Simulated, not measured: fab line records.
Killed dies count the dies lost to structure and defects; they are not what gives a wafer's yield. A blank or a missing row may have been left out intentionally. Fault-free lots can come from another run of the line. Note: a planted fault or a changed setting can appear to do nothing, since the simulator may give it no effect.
Struck lot and sound lot, side by side | flow sky130 | 27 out of 708 route steps
Sound: wafers L159.1, L159.3, L159.6. Struck: wafers L164.1, L164.5, L164.6. The cause comes at the end.
For every step that has rows: the tool of each side, followed by ch and its chambers, followed by its first start. Under that, the readings that differ: sound wafers | struck wafers | difference of the means | sigmas: that difference in standard deviations of wafers without a fault.
alike: words and numbers the same on both sides, and readings whose means are apart by under 2 such deviations; not compared: readings that were withheld, readings missing a value for some wafer, numbers with overlapping values and no deviation given by the record, and bounds like >300 which may hide the same value.
The two part at a step that has a row with sigmas, a row that says differs or no value, or rows on one side only. Non-overlapping numbers with no deviation appear without sigmas and do not part them. A reading missing from all wafers of one side parts the sides only when that side holds two or more wafers.

first, 1 step without rows for these wafers: SKY_FIELD_ISO_OXIDATION_01 (stabilise 600 s, purge 300 s, target thk 12 nm).
SKY_FIELD_ISO_CVD_03: deposits Si3N4 from DCS/NH3, target thk 165 nm, time 2830 s.
  sound on lpcvd-02 ch 0, day 3 14:25; struck on lpcvd-02 ch 1, day 4 15:10
  no value came back on the struck wafers for pressure-mtorr (mTorr), spike-tc-bottom-C (C), zone-power-bottom-pct (%), zone-power-lower-pct (%); on the sound wafers pressure-mtorr (mTorr) reads 250.0 250.4 249.8
then, 9 steps without rows for these wafers: SKY_FIELD_ISO_DEHYDRATE_05 (time 60 s); SKY_FIELD_ISO_HMDS_06 (prime time 60 s); SKY_FIELD_ISO_COAT_07 (resist thk 60 nm); SKY_FIELD_ISO_COAT_08 (resist thk 450 nm); SKY_FIELD_ISO_SOFTBAKE_09 (time 90 s); SKY_FIELD_ISO_EXPOSE_10 (exposes mask FOM, target cd 150 nm); SKY_FIELD_ISO_PEB_11; SKY_FIELD_ISO_DEVELOP_12 (develop time 60 s); SKY_FIELD_ISO_ETCH_14 (etches BARC in N2/H2, stops on SiO2, time 45.9 s, target depth 60 nm).
SKY_FIELD_ISO_ETCH_15: etches the open film in CHF3/O2, stops on Si, target depth 180 nm, time 72 s.
  sound on rie-diel-01 ch 1,2, day 4 09:11; struck on rie-diel-04 ch 0,1,3, day 5 10:37
  reading                | sound             | struck            | difference | sigmas
  oes-product-au (a.u.)  | 0.931 0.938 0.950 | 0.989 1.005 0.980 | +0.052     | +7
  throttle-valve-pct (%) | 8.847 8.826 8.837 | 8.857 8.869 8.860 | +0.025     | +3
  alike: drypump-motor-current-A
  not compared: rf-hours-counter-h
then, 6 steps without rows for these wafers: SKY_FIELD_ISO_STRIP_16 (strips in O2/N2); SKY_FIELD_ISO_ETCH_17 (etches Si in HBr/Cl2/O2, target depth 342 nm, time 97.7 s); SKY_FIELD_ISO_WET_ETCH_18 (etches Si3N4 in H3PO4, target depth 25 nm, time 286 s); SKY_FIELD_ISO_CLEAN_19 (cleans in SC1/SC2, time 150 s); SKY_FIELD_ISO_CLEAN_20 (cleans in dHF, time 20 s); SKY_FIELD_ISO_WET_ETCH_21 (etches SiO2 in dHF, target depth 20 nm, time 400 s).
SKY_FIELD_ISO_OXIDATION_22: stabilise 600 s, purge 300 s, target thk 10 nm.
  sound on furnace-01 ch 0, day 4 10:13; struck on furnace-02 ch 0, day 5 11:41
  reading                                          | sound             | struck            | difference | sigmas
  ox-temp-c-max                                    | 954.2 953.1 953.5 | 960.3 959.9 958.8 | +6.1       | +2
  zone-power-bottom-pct (%)                        | 30.8 31.3 31.2    | 33.0 33.9 33.3    | +2.3       | +2
  model.SiO2_of_FIELD_ISO_OXIDATION_01.thk-nm (nm) | 11.88 11.72 12.12 | 9.931 10.09 10.08 | -1.873     |
  alike: ox-temp-c, zone-power-lower-pct
SKY_FIELD_ISO_THK_MEAS_23:
  struck on film-metro-01, day 5 12:52; sound on film-metro-03, day 4 11:23
  reading                         | sound          | struck | difference                    | sigmas
  FIELD_ISO_OXIDATION_01_THK (nm) | 9.57 9.57 9.46 | - - -  | no value on the struck wafers |
then, 4 steps without rows for these wafers: SKY_FIELD_ISO_CVD_24 (deposits SiO2, target thk 595 nm, time 99.2 s); SKY_FIELD_ISO_ANNEAL_26 (time 1800 s); SKY_FIELD_ISO_CMP_27 (polishes, stops on Si3N4, t overpolish 16 s, target thk 457.8 nm); SKY_FIELD_ISO_WET_ETCH_28 (etches SiO2 in dHF, target depth 23.7 nm, time 47 s).
SKY_FIELD_ISO_WET_ETCH_29: etches Si3N4 in H3PO4, target depth 160 nm, time 1825 s.
  sound on wet-bench-04 ch 2, day 4 13:55; struck on wet-bench-01 ch 3, day 5 17:01
  reading                                          | sound           | struck            | difference | sigmas
  model.SiO2_of_FIELD_ISO_OXIDATION_01.thk-nm (nm) | 11.56 11.4 11.8 | 9.623 9.776 9.771 | -1.863     |
then, 1 step without rows for these wafers: SKY_FIELD_ISO_WET_ETCH_30 (etches SiO2 in dHF, target depth 25 nm, time 50 s).
-- record jumps: 44 days separate the struck wafers' starts on either side; left off in module FIELD_ISO, taken up again in module PAD_OPEN, whose first shown step is the route's number 708 --
SKY_PAD_OPEN_PROBE_99:
  the record has rows for the struck wafers here (prober-01, day 49 12:38) and none for the sound ones

## WHERE THEY PART
First at SKY_FIELD_ISO_CVD_03; last, within this record, at SKY_PAD_OPEN_PROBE_99.

WHY: what the simulator had put in
Skipped step whole: lpcvd-02, from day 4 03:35 on, at SKY_FIELD_ISO_CVD_03. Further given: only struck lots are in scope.
